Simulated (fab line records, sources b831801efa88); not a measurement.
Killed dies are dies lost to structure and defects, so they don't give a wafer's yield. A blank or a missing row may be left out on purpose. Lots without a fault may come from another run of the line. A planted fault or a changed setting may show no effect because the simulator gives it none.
fab line records | flow gf180mcu
record lots=5 wafers=15 last_day=33
route steps=602 shown M2@377 V2@382 M3@409
lots that met no fault: from a run of the same line without faults
start_h: hours from the record's first day to the start of the lot's first wafer shown | wait_h: hours since the lot's step before | " the same as in the row above | L1.1+2: a row that stands for several wafers | - no value, or no start given | * or withheld: withheld | < > ~ a bound
route shown NAME@n: a module of which the file shows steps, and the number in the route of the first | usual: mean/standard deviation of fault-free wafers | same: alike in all rows | chamber/n: place in a boat | sites: the reading at each site | _std_site: their standard deviation | _edge_site: outer sites' mean less inner sites' | radius_mm: how far each site lies from the wafer's centre | mask NAME#n: copy n | behind: the tool/chamber that last shaped the wafer | hold: why the lot was held/for how many hours/how that ended | device: the transistor (n, p or np) that didn't switch | end of line: the same wafers' tests at the end of the route | a step without rows: its recipe alone | killed: dies lost to structure and defects at the first sort, not the wafer's yield | map: a wafer's dies, x killed, . not, _ none there
set.NAME: the setting as run; set.NAME@STEP: as run at that earlier step | model.NAME: the simulator's own value behind a step, which no gauge read
lots at some steps of the route; a table a step, a row a wafer
services: from which hour (start_h, from the record's first day; less than 0 if before it) a tool's chamber was out of use, for how many hours, and why
## steps
# step GF_M2_OVL_MEAS_15
# usual M2_OVL=3/6.7
# columns lot.wafer tool chamber start_h wait_h M2_OVL[nm]
L077.2 overlay-02 - 460.70 0.1 -9
L077.3 " - " " -1
L077.6 " - " " -8
L075.3 overlay-01 - 463.49 0.1 8
L075.4 " - " " 4
L075.6 " - " " 8
L089.2 overlay-01 - 567.39 0.1 5
L089.3 " - " " -7
L089.6 " - " " -2
L091.1 overlay-02 - 586.48 0.1 10
L091.2 " - " " 11
L091.6 " - " " 7
L092.1 overlay-02 - 590.30 0.1 11
L092.3 " - " " 7
L092.4 " - " " 0
# step GF_M2_METAL_ETCH_16
# recipe chemistry=Cl2/BCl3 mask_material=KrF target_depth_nm=750.8 stop_on=SiO2 pressure_mtorr=8 icp_w=800 bias_w=140 Cl2_flow_sccm=80 bcl3_flow_sccm=40 time_s=125.1
# usual drypump_motor_current_A=5.8/0.71 oes_product_au=0.992/0.0051 throttle_valve_pct=28.227/0.0089
# same time_s=125.1
# columns lot.wafer tool chamber start_h wait_h drypump_motor_current_A oes_product_au rf_hours_counter_h throttle_valve_pct
L077.2 rie_metal-04 0 460.73 0.0 6.6 0.996 9 28.237
L077.3 " 1 " " 5.5 0.990 - 28.223
L077.6 " 0 " " 6.6 0.996 - 28.236
L075.3 rie_metal-01 1 463.56 0.1 6.6 0.984 - 28.224
L075.4 " 0 " " 4.8 1.000 - 28.224
L075.6 " 0 " " 4.8 0.988 - 28.223
L089.2 rie_metal-01 0 567.42 0.0 4.8 0.993 1 28.233
L089.3 " 1 " " 6.6 0.994 - 28.231
L089.6 " 0 " " 4.8 0.989 - 28.219
L091.1 rie_metal-01 0 586.52 0.0 4.8 0.986 1 28.235
L091.2 " 0 " " 4.8 0.995 - 28.233
L091.6 " 0 " " 4.8 0.996 - 28.233
L092.1 rie_metal-01 0 590.33 0.0 4.8 0.988 2 28.216
L092.3 " 0 " " 4.9 0.990 - 28.215
L092.4 " 0 " " 4.8 0.986 - 28.213
# step GF_M2_STRIP_17
# recipe chemistry=O2/N2 power_w=1400 pressure_mtorr=1500 platen_temp_c=250 o2_flow_sccm=3000 n2_flow_sccm=300 overash_fraction=0.5
# usual drypump_motor_current_A=5.7/0.56 heater_power_w=318/26 n2_flow_sccm=300.0/0.83 oes_product_au=0.538/0.005 strip_time_to_endpoint_s=7.38/0.046
# columns lot.wafer tool chamber start_h wait_h drypump_motor_current_A heater_power_w n2_flow_sccm oes_product_au rf_hours_counter_h strip_time_to_endpoint_s
L077.2 plasma_asher-04 0 460.86 0.1 5.4 318 299.2 0.541 81 7.41
L077.3 " 0 " " 5.4 321 299.6 0.538 - 7.34
L077.6 " 0 " " 5.4 315 298.2 0.535 - 7.39
L075.3 plasma_asher-03 1 463.68 0.1 6.6 294 302.2 0.535 - 7.42
L075.4 " 0 " " 5.5 290 300.2 0.537 - 7.41
L075.6 " 1 " " 6.6 297 301.2 0.536 - 7.40
L089.2 plasma_asher-03 1 567.55 0.1 6.6 296 300.6 0.545 46 7.38
L089.3 " 0 " " 5.5 294 300.2 0.528 - 7.46
L089.6 " 1 " " 6.6 296 300.8 0.539 - 7.42
L091.1 plasma_asher-03 1 586.78 0.2 6.6 289 299.4 0.542 48 7.36
L091.2 " 0 " " 5.5 301 300.2 0.539 48 7.31
L091.6 " 1 " " 6.6 296 299.8 0.536 - 7.32
L092.1 plasma_asher-02 1 590.59 0.2 6.0 329 300.0 0.534 79 7.39
L092.3 " 1 " " 6.0 326 299.7 0.539 - 7.35
L092.4 " 0 " " 4.9 300 299.6 0.534 - 7.33
# step GF_M2_STRIP_18
# recipe chemistry=post_etch_residue_remover time_s=1200 temp_c=72.5
# same time_s=1200
# columns lot.wafer tool chamber start_h wait_h
L077.2+3+6 wet_bench-01 2 460.96 0.1
L075.3+4+6 wet_bench-02 3 463.75 0.0
L089.2+3+6 wet_bench-01 3 567.65 0.1
L091.1+2+6 wet_bench-02 3 586.88 0.1
L092.1+3+4 wet_bench-01 0 590.69 0.1
# step GF_M2_CLEAN_19
# recipe chemistry=DIW dry=n2_spin
# columns lot.wafer tool chamber start_h wait_h
L077.2+3+6 wet_bench-03 1 461.34 0.0
L075.3+4+6 wet_bench-01 1 464.09 0.0
L089.2+3+6 wet_bench-01 3 567.99 0.0
L091.1+2+6 wet_bench-03 0 587.28 0.0
L092.1+3+4 wet_bench-03 3 591.03 0.0
# step GF_V2_CVD_00
# recipe material=SiO2 target_thk_nm=600 sigma_open_frac=0.3 temp_c=400 time_s=100 sih4_flow_sccm=60 pressure_mtorr=6
# same time_s=100
# columns lot.wafer tool chamber start_h wait_h
L077.2+3+6 hdpcvd-02 2,1,0 461.43 0.0
L075.3+4+6 hdpcvd-01 2,1,0 464.18 0.0
L089.2+3+6 hdpcvd-02 2,0,1 568.08 0.0
L091.1+2+6 hdpcvd-02 0,2,1 587.37 0.0
L092.1+3+4 hdpcvd-01 0,1,0 591.12 0.0
# step GF_V2_THK_MEAS_01
# recipe reads=SiO2_of_V2_CVD_00
# usual V2_CVD_00_THK=598/8.2
# columns lot.wafer tool chamber start_h wait_h V2_CVD_00_THK[nm]
L077.2 film_metro-02 - 461.51 0.0 595
L077.3 " - " " 602
L077.6 " - " " 583
L075.3 film_metro-04 - 464.27 0.1 605
L075.4 " - " " 588
L075.6 " - " " 596
L089.2 film_metro-04 - 568.16 0.0 593
L089.3 " - " " 581
L089.6 " - " " 593
L091.1 film_metro-02 - 587.45 0.0 591
L091.2 " - " " 602
L091.6 " - " " 601
L092.1 film_metro-02 - 591.20 0.0 594
L092.3 " - " " 587
L092.4 " - " " 603
# step GF_V2_CVD_02
# recipe material=SiO2 target_thk_nm=850 precursor=TEOS temp_c=400 time_s=94.851 rf_w=600
# usual heater_power_outer_w=393/53 heater_power_w=665/72
# same time_s=94.851
# columns lot.wafer tool chamber start_h wait_h heater_power_outer_w heater_power_w
L077.2 pecvd-01 1 461.56 0.0 398 669
L077.3 " 0 " " 420 670
L077.6 " 1 " " 424 719
L075.3 pecvd-02 2 464.31 0.0 363 586
L075.4 " 2 " " 276 473
L075.6 " 1 " " 457 770
L089.2 pecvd-01 0 568.21 0.0 445 715
L089.3 " 2 " " 390 651
L089.6 " 0 " " 345 579
L091.1 pecvd-01 2 587.51 0.1 420 701
L091.2 " 0 " " 426 686
L091.6 " 1 " " 460 751
L092.1 pecvd-01 0 591.26 0.1 379 615
L092.3 " 2 " " 475 757
L092.4 " 2 " " 369 598
# step GF_V2_THK_MEAS_03
# recipe reads=SiO2_of_V2_CVD_02
# usual V2_CVD_02_THK=852/12
# columns lot.wafer tool chamber start_h wait_h V2_CVD_02_THK[nm]
L077.2 film_metro-01 - 461.64 0.0 855
L077.3 " - " " 832
L077.6 " - " " 872
L075.3 film_metro-02 - 464.40 0.1 848
L075.4 " - " " 856
L075.6 " - " " 853
L089.2 film_metro-04 - 568.29 0.0 847
L089.3 " - " " 859
L089.6 " - " " 851
L091.1 film_metro-02 - 587.58 0.0 863
L091.2 " - " " 836
L091.6 " - " " 863
L092.1 film_metro-04 - 591.33 0.0 830
L092.3 " - " " 842
L092.4 " - " " 856
# step GF_V2_CMP_04
# recipe material=SiO2 down_force_psi=4 platen_rpm=60 pad_velocity_m_s=0.94248
# usual motor_current_A=13.4/2.1 platen_rpm=60.00/0.038 time_to_endpoint_s=83/6.8
# columns lot.wafer tool chamber start_h wait_h motor_current_A platen_rpm time_to_endpoint_s
L077.2 cmp-01 0 461.69 0.0 11.8 59.98 80
L077.3 " 1 " " 13.1 59.95 79
L077.6 " 0 " " 12.4 59.99 86
L075.3 cmp-02 0 464.44 0.0 13.7 59.99 89
L075.4 " 3 " " 15.1 59.94 87
L075.6 " 0 " " 14.8 60.02 93
L089.2 cmp-01 3 568.39 0.1 12.7 60.03 76
L089.3 " 1 " " 12.9 60.02 89
L089.6 " 2 " " 12.8 59.99 78
L091.2 cmp-02 3 587.64 0.0 15.4 60.06 75
L091.1 " 0 " " 14.2 59.99 90
L091.6 " 0 " " 14.8 60.03 92
L092.4 cmp-02 3 591.39 0.0 15.1 59.96 84
L092.3 " 0 " " 15.1 59.99 84
L092.1 " 2 " " 15.6 60.01 78
# step GF_V2_BOW_MEAS_05
# recipe mode=bow
# usual V2_BOW=100/8.4
# columns lot.wafer tool chamber start_h wait_h V2_BOW[um]
L077.2 film_metro-04 - 462.01 0.3 86
L077.3 " - " " 93
L077.6 " - " " 83
L075.3 film_metro-02 - 464.78 0.3 107
L075.4 " - " " 105
L075.6 " - " " 105
L089.2 film_metro-04 - 568.66 0.2 100
L089.3 " - " " 114
L089.6 " - " " 116
L091.1 film_metro-02 - 587.94 0.2 103
L091.2 " - " " 106
L091.6 " - " " 108
L092.1 film_metro-02 - 591.69 0.1 103
L092.3 " - " " 102
L092.4 " - " " 104
# step GF_V2_DEHYDRATE_06
# recipe temp_c=200 time_s=60
# usual resist_line_temp_C=23.01/0.099
# same time_s=60
# columns lot.wafer tool chamber start_h wait_h resist_line_temp_C
L077.2 litho_track-03 0 474.05 12.0 23.07
L077.3 " 0 " " 22.94
L077.6 " 0 " " 22.93
L075.3 litho_track-03 0 476.73 11.9 22.95
L075.4 " 0 " " 23.03
L075.6 " 0 " " 23.05
L089.2 litho_track-02 0 578.80 10.1 22.94
L089.3 " 0 " " 22.78
L089.6 " 0 " " 22.89
L091.1 litho_track-02 0 598.17 10.2 23.05
L091.2 " 0 " " 23.08
L091.6 " 0 " " 23.28
L092.1 litho_track-04 0 601.56 9.9 23.09
L092.3 " 0 " " 22.86
L092.4 " 0 " " 23.05
# step GF_V2_HMDS_07
# recipe prime_time_s=60 prime_temp_c=120
# usual resist_line_temp_C=23.00/0.091
# columns lot.wafer tool chamber start_h wait_h resist_line_temp_C
L077.2 litho_track-03 0 474.20 0.1 22.93
L077.3 " 0 " " 23.03
L077.6 " 0 " " 22.93
L075.3 litho_track-03 0 476.88 0.1 23.07
L075.4 " 0 " " 23.00
L075.6 " 0 " " 22.92
L089.2 litho_track-02 0 578.95 0.1 23.06
L089.3 " 0 " " 23.02
L089.6 " 0 " " 23.11
L091.1 litho_track-02 0 598.32 0.1 23.06
L091.2 " 0 " " 22.99
L091.6 " 0 " " 23.16
L092.1 litho_track-04 0 601.71 0.1 22.89
L092.3 " 0 " " 22.84
L092.4 " 0 " " 22.72
# step GF_V2_COAT_08
# recipe resist=BARC temp_c=withheld time_s=withheld spin_rpm=withheld resist_thk_nm=withheld
# usual resist_line_temp_C=*
# columns lot.wafer tool chamber start_h wait_h resist_line_temp_C
L077.2 litho_track-03 0 474.35 0.1 *
L077.3 " 0 " " *
L077.6 " 0 " " *
L075.3 litho_track-03 0 477.03 0.1 *
L075.4 " 0 " " *
L075.6 " 0 " " *
L089.2 litho_track-02 0 579.10 0.1 *
L089.3 " 0 " " *
L089.6 " 0 " " *
L091.1 litho_track-02 0 598.47 0.1 *
L091.2 " 0 " " *
L091.6 " 0 " " *
L092.1 litho_track-04 0 601.86 0.1 *
L092.3 " 0 " " *
L092.4 " 0 " " *
# step GF_V2_COAT_09
# recipe resist=KrF spin_rpm=withheld resist_thk_nm=1000
# usual resist_line_temp_C=23.01/0.12
# columns lot.wafer tool chamber start_h wait_h resist_line_temp_C
L077.2 litho_track-03 0 - - 22.91
L077.3 " 0 " " 22.77
L077.6 " 0 " " 22.78
L075.3 litho_track-03 0 - - 22.85
L075.4 " 0 " " 22.93
L075.6 " 0 " " 22.94
L089.2 litho_track-02 0 - - 23.01
L089.3 " 0 " " 23.17
L089.6 " 0 " " 22.97
L091.1 litho_track-02 0 - - 23.10
L091.2 " 0 " " 23.12
L091.6 " 0 " " 22.97
L092.1 litho_track-04 0 - - 22.97
L092.3 " 0 " " 23.17
L092.4 " 0 " " 23.15
# step GF_V2_SOFTBAKE_10
# recipe temp_c=130 time_s=60 resist=KrF
# usual resist_line_temp_C=23.02/0.11
# same time_s=60
# columns lot.wafer tool chamber start_h wait_h resist_line_temp_C
L077.2 litho_track-03 0 - - 23.14
L077.3 " 0 " " 22.95
L077.6 " 0 " " 23.05
L075.3 litho_track-03 0 - - 23.10
L075.4 " 0 " " 23.19
L075.6 " 0 " " 23.13
L089.2 litho_track-02 0 - - 23.12
L089.3 " 0 " " 22.94
L089.6 " 0 " " 23.06
L091.1 litho_track-02 0 - - 22.98
L091.2 " 0 " " 23.04
L091.6 " 0 " " 23.06
L092.1 litho_track-04 0 - - 23.00
L092.3 " 0 " " 23.10
L092.4 " 0 " " 22.99
# step GF_V2_EXPOSE_11
# recipe mask_id=Via2 target_cd_nm=260 na=0.68 source_shape=conventional sigma_outer=0.6 dose_mj=38
# usual stage_vel_mm_s=500.05/0.27
# columns lot.wafer tool chamber start_h wait_h mask stage_vel_mm_s
L077.2 krf_scanner-01 0 - - Via2#0 500.21
L077.3 " 0 " " Via2#0 499.63
L077.6 " 0 " " Via2#0 499.95
L075.3 krf_scanner-02 0 - - Via2#0 500.16
L075.4 " 0 " " Via2#0 500.36
L075.6 " 0 " " Via2#0 500.24
L089.2 krf_scanner-01 0 - - Via2#0 500.27
L089.3 " 0 " " Via2#0 500.34
L089.6 " 0 " " Via2#0 500.61
L091.1 krf_scanner-01 0 - - Via2#0 499.56
L091.2 " 0 " " Via2#0 499.92
L091.6 " 0 " " Via2#0 499.53
L092.1 krf_scanner-02 0 - - Via2#0 500.16
L092.3 " 0 " " Via2#0 500.29
L092.4 " 0 " " Via2#0 499.86
# step GF_V2_PEB_12
# recipe peb_temp_c=135 peb_time_s=90 resist=KrF
# usual resist_line_temp_C=23.00/0.11
# columns lot.wafer tool chamber start_h wait_h resist_line_temp_C
L077.2 litho_track-04 0 - - 22.89
L077.3 " 0 " " 23.02
L077.6 " 0 " " 22.96
L075.3 litho_track-03 0 - - 23.14
L075.4 " 0 " " 23.06
L075.6 " 0 " " 22.99
L089.2 litho_track-02 0 - - 22.94
L089.3 " 0 " " 22.73
L089.6 " 0 " " 22.84
L091.1 litho_track-02 0 - - 22.93
L091.2 " 0 " " 23.03
L091.6 " 0 " " 22.96
L092.1 litho_track-02 0 - - 23.08
L092.3 " 0 " " 22.92
L092.4 " 0 " " 22.89
# step GF_V2_DEVELOP_13
# recipe develop_time_s=60 resist=KrF dev_temp_c=21
# usual resist_line_temp_C=23.00/0.11
# columns lot.wafer tool chamber start_h wait_h resist_line_temp_C
L077.2 litho_track-04 0 486.14 0.2 23.20
L077.3 " 0 " " 23.13
L077.6 " 0 " " 23.03
L075.3 litho_track-03 0 489.18 0.1 23.00
L075.4 " 0 " " 23.08
L075.6 " 0 " " 22.89
L089.2 litho_track-02 0 588.80 0.2 22.96
L089.3 " 0 " " 23.01
L089.6 " 0 " " 22.94
L091.1 litho_track-02 0 608.52 0.2 23.17
L091.2 " 0 " " 23.14
L091.6 " 0 " " 22.98
L092.1 litho_track-02 0 612.17 0.2 23.04
L092.3 " 0 " " 23.03
L092.4 " 0 " " 22.97
# step GF_V2_CD_MEAS_14
# recipe target_cd_nm=260
# usual cd_nm=260.4/1.2
# columns lot.wafer tool chamber start_h wait_h cd_nm
L077.2 cd_sem-01 - 486.28 0.1 260.5
L077.3 " - " " 261.3
L077.6 " - " " 260.5
L075.3 cd_sem-01 - 489.32 0.1 259.0
L075.4 " - " " 259.7
L075.6 " - " " 260.6
L089.2 cd_sem-01 - 588.94 0.1 259.5
L089.3 " - " " 258.3
L089.6 " - " " 257.9
L091.1 cd_sem-02 - 608.67 0.1 260.5
L091.2 " - " " 259.2
L091.6 " - " " 258.9
L092.1 cd_sem-01 - 612.32 0.1 261.3
L092.3 " - " " 261.5
L092.4 " - " " 261.4
# step GF_V2_OVL_MEAS_15
# usual V2_OVL=2/5.2
# columns lot.wafer tool chamber start_h wait_h V2_OVL[nm]
L077.2 overlay-01 - 486.39 0.1 -3
L077.3 " - " " 4
L077.6 " - " " 0
L075.3 overlay-02 - 489.41 0.1 7
L075.4 " - " " 5
L075.6 " - " " 6
L089.2 overlay-02 - 589.05 0.1 -4
L089.3 " - " " 1
L089.6 " - " " 1
L091.1 overlay-01 - 608.79 0.1 6
L091.2 " - " " -5
L091.6 " - " " 2
L092.1 overlay-01 - 612.44 0.1 6
L092.3 " - " " 1
L092.4 " - " " -1
# step GF_V2_ETCH_16
# recipe chemistry=N2/H2 target_depth_a=withheld overetch_a=withheld time_s=withheld target=BARC ion_energy_ev=200 source_w=500 bias_w=100 pressure_mtorr=30 n2_flow_sccm=100 h2_flow_sccm=200
# usual drypump_motor_current_A=5.9/0.36 n2_flow_sccm=100.0/0.32 oes_product_au=0.855/0.0045 throttle_valve_pct=13.224/0.0092
# columns lot.wafer tool chamber start_h wait_h drypump_motor_current_A n2_flow_sccm oes_product_au throttle_valve_pct
L077.2 rie_diel-04 1 486.42 0.0 5.9 100.2 0.855 13.211
L077.3 " 0 " " 5.9 100.6 0.850 13.249
L077.6 " 1 " " 5.9 99.7 0.856 13.248
L075.3 rie_diel-01 2 489.43 0.0 5.6 99.9 0.859 13.240
L075.4 " 1 " " 6.4 100.3 0.857 13.209
L075.6 " 1 " " 6.4 100.3 0.844 13.194
L089.2 rie_diel-01 3 589.08 0.0 5.6 99.8 0.854 13.223
L089.3 " 0 " " 6.3 100.0 0.852 13.222
L089.6 " 3 " " 5.7 100.4 0.859 13.215
L091.1 rie_diel-01 3 608.83 0.0 5.7 99.7 0.866 13.219
L091.2 " 0 " " 6.3 99.5 0.857 13.213
L091.6 " 0 " " 6.3 100.2 0.854 13.226
L092.1 rie_diel-01 1 612.48 0.0 6.4 99.6 0.858 13.225
L092.3 " 3 " " 5.7 100.2 0.858 13.232
L092.4 " 2 " " 5.6 100.3 0.854 13.227
# step GF_V2_ETCH_17
# recipe chemistry=C4F8/O2/Ar mask_material=KrF target=SiO2 stop_on=TiN source_w=1500 bias_w=1200 pressure_mtorr=40 c4f8_flow_sccm=withheld O2_flow_sccm=6 Ar_flow_sccm=300 time_s=withheld target_depth_a=6300
# usual oes_product_au=0.856/0.005
# columns lot.wafer tool chamber start_h wait_h oes_product_au
L077.2 rie_diel-04 1 - - 0.855
L077.3 " 0 " " 0.861
L077.6 " 1 " " 0.857
L075.3 rie_diel-01 2 - - 0.855
L075.4 " 1 " " 0.857
L075.6 " 1 " " 0.863
L089.2 rie_diel-01 3 - - 0.855
L089.3 " 0 " " 0.862
L089.6 " 3 " " 0.853
L091.1 rie_diel-01 3 - - 0.853
L091.2 " 0 " " 0.862
L091.6 " 0 " " 0.852
L092.1 rie_diel-01 1 - - 0.859
L092.3 " 3 " " 0.850
L092.4 " 2 " " 0.856
# step GF_V2_STRIP_18
# recipe chemistry=O2/N2 power_w=1400 pressure_mtorr=1500 platen_temp_c=250 o2_flow_sccm=3000 n2_flow_sccm=300 overash_fraction=0.5
# usual drypump_motor_current_A=5.9/0.49 heater_power_w=321/36 n2_flow_sccm=300.0/0.85 oes_product_au=0.594/0.0052
# columns lot.wafer tool chamber start_h wait_h drypump_motor_current_A heater_power_w n2_flow_sccm oes_product_au rf_hours_counter_h
L077.2 plasma_asher-03 1 486.55 - 6.6 287 300.4 0.599 38
L077.3 " 0 " " 5.5 297 299.4 0.597 -
L077.6 " 0 " " 5.5 292 299.5 0.595 -
L075.3 plasma_asher-03 1 489.60 - 6.6 298 300.7 0.599 -
L075.4 " 0 " " 5.5 296 298.7 0.592 -
L075.6 " 1 " " 6.6 301 302.3 0.599 -
L089.2 plasma_asher-01 1 589.21 - 5.6 403 299.7 0.597 16
L089.3 " 0 " " 5.6 327 299.7 0.586 -
L089.6 " 0 " " 5.6 328 299.7 0.591 -
L091.1 plasma_asher-04 1 608.96 - 6.1 370 299.0 0.587 96
L091.2 " 0 " " 5.3 315 299.3 0.589 96
L091.6 " 1 " " 6.0 369 299.9 0.594 -
L092.1 plasma_asher-04 1 612.61 - 6.0 374 299.8 0.592 96
L092.3 " 1 " " 6.0 373 300.5 0.585 -
L092.4 " 0 " " 5.4 315 299.6 0.598 -
# step GF_V2_STRIP_19
# recipe chemistry=post_etch_residue_remover time_s=1200 temp_c=72.5
# same time_s=1200
# columns lot.wafer tool chamber start_h wait_h
L077.2+3+6 wet_bench-01 0 486.65 0.1
L075.3+4+6 wet_bench-04 1 489.66 0.0
L089.2+3+6 wet_bench-04 2 589.31 0.1
L091.1+2+6 wet_bench-01 2 609.06 0.1
L092.1+3+4 wet_bench-02 2 612.71 0.1
# step GF_V2_CLEAN_20
# recipe chemistry=DIW dry=n2_spin
# columns lot.wafer tool chamber start_h wait_h
L077.2+3+6 wet_bench-02 1 486.99 0.0
L075.3+4+6 wet_bench-01 1 490.41 0.0
L089.2+3+6 wet_bench-02 1 589.65 0.0
L091.1+2+6 wet_bench-01 2 609.80 0.0
L092.1+3+4 wet_bench-01 2 613.05 0.0
# step GF_V2_SPUTTER_21
# recipe material=Ti target_thk_nm=15 chamber_pressure_pa=5 power_w=2500 substrate_temp_c=200 time_s=80.02
# usual throttle_valve_pct=30.0/1.2
# same time_s=80.02
# columns lot.wafer tool chamber start_h wait_h throttle_valve_pct
L077.2 pvd_sputter-02 - 487.09 0.0 29.1
L077.3 " - " " 30.1
L077.6 " - " " 31.7
L075.3 pvd_sputter-01 - 490.50 0.0 30.9
L075.4 " - " " 31.1
L075.6 " - " " 30.6
L089.2 pvd_sputter-04 - 589.75 0.0 28.7
L089.3 " - " " 30.4
L089.6 " - " " 30.9
L091.1 pvd_sputter-04 - 610.00 0.0 27.6
L091.2 " - " " 30.2
L091.6 " - " " 27.7
L092.1 pvd_sputter-02 - 613.25 0.0 30.0
L092.3 " - " " 29.4
L092.4 " - " " 30.3
# step GF_V2_SPUTTER_22
# recipe material=TiN target_thk_nm=10 chamber_pressure_pa=5 power_w=4000 time_s=40
# usual throttle_valve_pct=30.0/1.2
# same time_s=40
# columns lot.wafer tool chamber start_h wait_h throttle_valve_pct
L077.2 pvd_sputter-02 - 487.15 0.0 29.6
L077.3 " - " " 29.8
L077.6 " - " " 32.1
L075.3 pvd_sputter-01 - 490.56 0.0 30.6
L075.4 " - " " 31.4
L075.6 " - " " 30.6
L089.2 pvd_sputter-04 - 589.81 0.0 28.9
L089.3 " - " " 30.6
L089.6 " - " " 30.8
L091.1 pvd_sputter-04 - 610.06 0.0 27.7
L091.2 " - " " 30.2
L091.6 " - " " 27.7
L092.1 pvd_sputter-02 - 613.31 0.0 30.0
L092.3 " - " " 29.3
L092.4 " - " " 29.9
# step GF_V2_CVD_23
# recipe material=W target_thk_nm=350 time_s=104.94 temp_c=400 pressure_torr=40
# usual chamber_pressure_Torr=39.99/0.088 heater_power_outer_w=566/46 heater_power_w=905/90
# same time_s=104.94
# columns lot.wafer tool chamber start_h wait_h chamber_pressure_Torr heater_power_outer_w heater_power_w
L077.2 cvd_w-01 1 487.19 0.0 39.94 581 941
L077.3 " 0 " " 40.03 509 816
L077.6 " 0 " " 39.98 506 813
L075.3 cvd_w-02 1 490.67 0.1 39.99 544 816
L075.4 " 1 " " 40.02 538 822
L075.6 " 1 " " 39.88 539 835
L089.2 cvd_w-01 0 589.85 0.0 40.01 522 819
L089.3 " 1 " " 39.92 598 956
L089.6 " 0 " " 39.95 519 818
L091.1 cvd_w-02 0 610.10 0.0 40.05 622 1063
L091.2 " 1 " " 39.94 533 829
L091.6 " 0 " " 40.03 610 1043
L092.1 cvd_w-02 1 613.35 0.0 39.94 546 847
L092.3 " 0 " " 39.83 635 1008
L092.4 " 1 " " 40.21 529 843
# step GF_V2_RS_MEAS_24
# recipe thk_meas_gauge=four-point-probe reads=W_of_V2_CVD_23+TiN_of_V2_SPUTTER_22+Ti_of_V2_SPUTTER_21
# usual V2_W_RS=0.328/0.0045
# columns lot.wafer tool chamber start_h wait_h V2_W_RS[ohm/sq]
L077.2 film_metro-02 - 487.32 0.1 0.337
L077.3 " - " " 0.328
L077.6 " - " " 0.332
L075.3 film_metro-02 - 490.86 0.2 0.325
L075.4 " - " " 0.323
L075.6 " - " " 0.324
L089.2 film_metro-04 - 589.98 0.1 0.329
L089.3 " - " " 0.334
L089.6 " - " " 0.332
L091.1 film_metro-01 - 610.21 0.1 0.332
L091.2 " - " " 0.319
L091.6 " - " " 0.333
L092.1 film_metro-02 - 613.46 0.1 0.322
L092.3 " - " " 0.333
L092.4 " - " " 0.323
# step GF_V2_THK_MEAS_25
# recipe thk_meas_gauge=xrf reads=W_of_V2_CVD_23
# usual V2_W_THK=335/5.4
# columns lot.wafer tool chamber start_h wait_h V2_W_THK[nm]
L077.2 film_metro-02 - 487.43 0.1 330
L077.3 " - " " 339
L077.6 " - " " 334
L075.3 film_metro-02 - 490.96 0.1 343
L075.4 " - " " 343
L075.6 " - " " 343
L089.2 film_metro-04 - 590.09 0.1 333
L089.3 " - " " 327
L089.6 " - " " 327
L091.1 film_metro-01 - 610.33 0.1 330
L091.2 " - " " 343
L091.6 " - " " 330
L092.1 film_metro-02 - 613.58 0.1 347
L092.3 " - " " 335
L092.4 " - " " 343
# step GF_V2_CMP_26
# recipe stop_on=SiO2 down_force_psi=3.5 platen_rpm=60 t_overpolish_s=15 target_thk_nm=0 pad_velocity_m_s=0.94248
# usual motor_current_A=12.1/1.8 overpolish_run_s=15.000/0.0091 platen_rpm=60.00/0.04 time_to_endpoint_s=86/4.9
# columns lot.wafer tool chamber start_h wait_h motor_current_A overpolish_run_s platen_rpm time_to_endpoint_s
L077.2 cmp-02 1 487.48 0.0 8.9 14.993 59.96 86
L077.3 " 3 " " 12.8 14.994 60.01 90
L077.6 " 2 " " 14.8 14.986 59.98 91
L075.4 cmp-01 3 491.10 0.1 12.6 15.007 59.99 80
L075.3 " 0 " " 10.9 14.983 60.06 81
L075.6 " 2 " " 11.1 14.997 60.03 81
L089.2 cmp-01 1 590.24 0.1 12.0 14.999 60.01 87
L089.3 " 2 " " 11.0 14.988 60.08 79
L089.6 " 3 " " 12.4 14.998 60.00 83
L091.1 cmp-02 0 610.55 0.2 13.3 14.989 59.97 91
L091.2 " 1 " " 8.7 14.985 59.91 91
L091.6 " 0 " " 12.1 15.006 59.97 96
L092.4 cmp-01 2 613.64 0.0 11.5 14.991 60.00 79
L092.3 " 0 " " 10.9 14.990 60.03 78
L092.1 " 1 " " 11.9 14.994 60.03 87
# step GF_M3_SPUTTER_00
# recipe material=Ti target_thk_nm=37.5 arriving_ion_energy_ev=80 substrate_temp_c=200 chamber_pressure_pa=2 power_w=4000 time_s=150
# usual throttle_valve_pct=29.9/1.2
# same time_s=150
# columns lot.wafer tool chamber start_h wait_h throttle_valve_pct
L077.2 pvd_sputter-03 - 487.78 0.2 30.4
L077.3 " - " " 31.8
L077.6 " - " " 30.9
L075.3 pvd_sputter-04 - 491.30 0.1 28.8
L075.4 " - " " 30.8
L075.6 " - " " 28.9
L089.2 pvd_sputter-04 - 590.44 0.1 29.7
L089.3 " - " " 28.6
L089.6 " - " " 27.8
L091.1 pvd_sputter-04 - 610.80 0.2 30.2
L091.2 " - " " 30.7
L091.6 " - " " 30.7
L092.1 pvd_sputter-04 - 613.94 0.1 27.7
L092.3 " - " " 28.9
L092.4 " - " " 30.2
# step GF_M3_SPUTTER_01
# recipe material=TiN target_thk_nm=30 power_w=6500 time_s=25 chamber_pressure_pa=0.4
# usual throttle_valve_pct=29.9/1.2
# same time_s=25
# columns lot.wafer tool chamber start_h wait_h throttle_valve_pct
L077.2 pvd_sputter-03 - 487.88 0.1 30.3
L077.3 " - " " 31.7
L077.6 " - " " 30.9
L075.3 pvd_sputter-04 - 491.40 0.1 28.9
L075.4 " - " " 30.6
L075.6 " - " " 28.9
L089.2 pvd_sputter-04 - 590.54 0.1 30.0
L089.3 " - " " 28.9
L089.6 " - " " 28.0
L091.1 pvd_sputter-04 - 610.90 0.1 30.0
L091.2 " - " " 30.8
L091.6 " - " " 30.9
L092.1 pvd_sputter-04 - 614.04 0.1 27.7
L092.3 " - " " 28.9
L092.4 " - " " 30.3
## services
# columns tool chamber start_h hours kind
cvd_w-02 - 439.11 4.3 pm
pecvd-01 0 441.75 19.5 repair
cmp-02 - 449.18 0.3 repair
cvd_w-02 - 453.35 2.8 pm
cvd_w-02 1 458.11 9.1 repair
cmp-01 - 462.61 0.8 repair
wet_bench-01 - 469.47 0.7 repair
cmp-01 - 477.09 0.8 repair
cvd_w-02 0 480.36 10.9 repair
pecvd-01 0 489.68 14.7 repair
rie_diel-01 3 506.10 8.8 repair
rie_diel-01 1 511.78 7.0 repair
cmp-02 - 520.15 0.4 repair
cmp-02 - 533.81 1.7 repair
pecvd-01 - 542.24 0.8 repair
cmp-01 - 556.35 4.2 pm
pvd_sputter-04 - 568.34 9.5 repair
cmp-01 - 572.38 4.0 pm
cmp-02 - 583.05 4.3 pm
rie_metal-01 1 585.31 64.6 repair
rie_metal-01 - 586.07 0.4 repair
pvd_sputter-04 - 593.34 0.5 repair
pecvd-01 - 599.08 0.3 repair
cmp-01 - 600.08 0.7 repair
## key
fault none
